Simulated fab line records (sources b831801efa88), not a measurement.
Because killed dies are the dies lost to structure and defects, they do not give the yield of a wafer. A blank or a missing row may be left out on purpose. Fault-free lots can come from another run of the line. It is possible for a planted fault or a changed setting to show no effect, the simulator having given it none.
Which of the tools did it? -- flow sfq_line -- Sampling: 15 lots, 45 wafers, 2 of 325 route steps

## WHAT THE GAUGES SHOWED, per wafer
SFQ_I3_BOW_MEAS_922.
lot,measured,on,I3_BOW (um)
L470,day 26 09:38,film_metro-03,19 9 11
L473,day 27 18:38,film_metro-02,19 5 2
L474,day 28 00:40,film_metro-03,-10 8 0
L475,day 29 14:23,film_metro-01,-8 -7 -11
L476,day 30 10:10,film_metro-01,0 1 3
L477,day 30 17:35,film_metro-01,-2 -3 -13
L478,day 31 14:35,film_metro-02,-11 -6 -11
L479,day 32 21:59,film_metro-02,3 8 9
L486,day 34 23:34,film_metro-03,2 -5 -4
L487,day 35 06:04,film_metro-02,-1 14 7
L488,day 35 10:22,film_metro-03,4 4 3
L490,day 35 19:59,film_metro-02,3 10 9
L491,day 36 06:10,film_metro-02,1 10 4
L492,day 36 09:10,film_metro-01,-7 -5 -10
L493,day 37 04:22,film_metro-01,27 13 20

## TOOL THAT RAN EACH LOT (tool first, then ch and the chambers of the sampled wafers, then the start)
lot,SFQ_TRILAYER_I0_VIA_ETCH_VIA_ETCH_034
L470,"rie_diel-02 ch 0,1,3, day 8 11:29"
L473,"rie_diel-01 ch 2,3, day 9 14:26"
L474,"rie_diel-03 ch 2,3, day 9 21:38"
L475,"rie_diel-03 ch 0,2,3, day 10 02:26"
L476,"rie_diel-03 ch 0,2,3, day 10 12:47"
L477,"rie_diel-02 ch 0,1,3, day 10 16:23"
L478,"rie_diel-02 ch 1,2, day 10 23:35"
L479,"rie_diel-01 ch 0,1,3, day 11 04:23"
L486,"rie_diel-01 ch 0,1,3, day 14 02:18"
L487,"rie_diel-02 ch 0,2,3, day 14 08:18"
L488,"rie_diel-01 ch 0,2, day 14 13:06"
L490,"rie_diel-03 ch 1,2,3, day 15 07:06"
L491,"rie_diel-01 ch 1,2,3, day 15 10:42"
L492,"rie_diel-02 ch 1,2, day 15 23:28"
L493,"rie_diel-02 ch 1,2, day 16 03:04"
- SFQ_TRILAYER_I0_VIA_ETCH_VIA_ETCH_034: etches SiO2 in CHF3, stops on Nb, target depth 260 nm.

## WHAT THE TOOLS THEMSELVES READ (means of the sampled wafers that have a number; where no wafer has one, the mark that the record gives instead)
SFQ_TRILAYER_I0_VIA_ETCH_VIA_ETCH_034.
lot,tool,bias_w (W),chamber_pressure_mTorr (mTorr),drypump_motor_current_A (A),oes_product_au (a.u.)
L470,rie_diel-02,79.97,30.012,5.4,0.853
L473,rie_diel-01,80.10,30.009,5.8,0.852
L474,rie_diel-03,79.80,29.972,5.4,0.854
L475,rie_diel-03,80.14,30.025,5.5,0.853
L476,rie_diel-03,80.07,30.018,5.5,0.851
L477,rie_diel-02,80.05,30.009,5.4,0.856
L478,rie_diel-02,79.81,30.010,5.7,0.861
L479,rie_diel-01,79.95,30.019,5.7,0.858
L486,rie_diel-01,-,-,-,-
L487,rie_diel-02,-,-,-,-
L488,rie_diel-01,-,-,-,-
L490,rie_diel-03,80.02,29.991,5.5,0.857
L491,rie_diel-01,80.04,29.981,5.9,0.859
L492,rie_diel-02,80.00,29.985,6.0,0.852
L493,rie_diel-02,79.74,29.994,5.7,0.853

## THE ANSWER, worked out from the rows above alone
Rule: the usual values come from the lots themselves. Put in order of their means at a reading, lots are off if they are a third of the lots or fewer, leave a main group of 4 or more, and stand apart from it by a gap of 3 or more times the standard deviation of the main group's means; of several such gaps the widest counts. Not used: any main group whose means are identical at the precision the tables above print for the reading. A lot without any number at a reading at which 4 lots or more have one is off too. Any other lot the step has rows for is counted as sound. The gauges are gone through in route order, then the tools' own readings, and for those a lot's mean is taken as printed above. At the first step where some lot is off, the reading lying furthest off is the one used; lots without a number count as furthest.
Off, at SFQ_TRILAYER_I0_VIA_ETCH_VIA_ETCH_034 on bias_w: L486, L487, L488. Without a number there: L486, L487, L488. The main group: mean 79.97 W, standard deviation 0.12.
If a tool, at that step or one of the process steps before it, ran each lot that is off and ran no sound lot following the first of them, it fits. None of those tried fits.

## WHAT THE SIMULATOR HAD INSERTED
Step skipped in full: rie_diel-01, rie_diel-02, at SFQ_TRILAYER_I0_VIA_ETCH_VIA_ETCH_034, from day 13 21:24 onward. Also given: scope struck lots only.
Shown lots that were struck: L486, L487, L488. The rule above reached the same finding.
